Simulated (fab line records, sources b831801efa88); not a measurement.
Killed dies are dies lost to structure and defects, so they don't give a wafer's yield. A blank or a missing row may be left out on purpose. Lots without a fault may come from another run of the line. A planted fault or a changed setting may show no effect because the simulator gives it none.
One fault seen from 2 desks | flow gf180mcu | each desk has only its own numbers; what lay behind them comes last

THE TOOL OWNER'S DESK: cvd_w-02
The tool's own readings at GF_V2_CVD_23 (deposits W, target thk 350 nm, time 104.94 s): means of the sampled wafers that have a number, for each lot that ran on this tool. A lot is out of limits, marked OUT, if its mean lies more than 4 standard deviations from the usual mean; the brackets give that distance.
Columns: A = heater_power_w at GF_V2_CVD_23, usual 800 W
lot  | first seen here | A
L752 | day 20 16:20    | 879
L754 | day 21 20:26    | 823
L756 | day 22 13:50    | 824
L758 | day 22 22:59    | 871
L759 | day 23 03:48    | 877
L761 | day 24 06:25    | 873
L762 | day 24 13:05    | 872
L768 | day 25 23:53    | 866
L769 | day 26 15:54    | 873
L770 | day 27 01:13    | 881
This desk's finding: nothing out of limits on any of the 10 lots.

THE METROLOGY DESK
What the gauges read, lot by lot, whatever tool the lot ran on: means of the sampled wafers that have a number. A lot is out of limits, marked OUT, if its mean lies more than 4 standard deviations from the usual mean; the brackets give that distance.
Columns: A = V4_W_RS at GF_V4_RS_MEAS_24, usual 0.329 ohm/sq
lot  | first seen here | A
L752 | day 24 19:05    | 0.328
L754 | day 25 20:57    | 0.326
L755 | day 26 00:51    | 0.335
L756 | day 26 11:19    | 0.334
L758 | day 26 19:07    | 0.328
L759 | day 26 22:58    | 0.330
L760 | day 27 12:43    | 0.329
L761 | day 27 23:02    | 0.323
L762 | day 28 06:55    | 0.334
L768 | day 29 13:36    | 0.332
L769 | day 30 04:46    | 0.329
L770 | day 30 13:03    | 0.328
L772 | day 31 00:38    | 0.330
This desk's finding: nothing out of limits on any of the 13 lots.

PUT TOGETHER
The tool owner's desk saw nothing out of limits.
The metrology desk saw nothing out of limits.

WHAT THE SIMULATOR HAD PUT IN
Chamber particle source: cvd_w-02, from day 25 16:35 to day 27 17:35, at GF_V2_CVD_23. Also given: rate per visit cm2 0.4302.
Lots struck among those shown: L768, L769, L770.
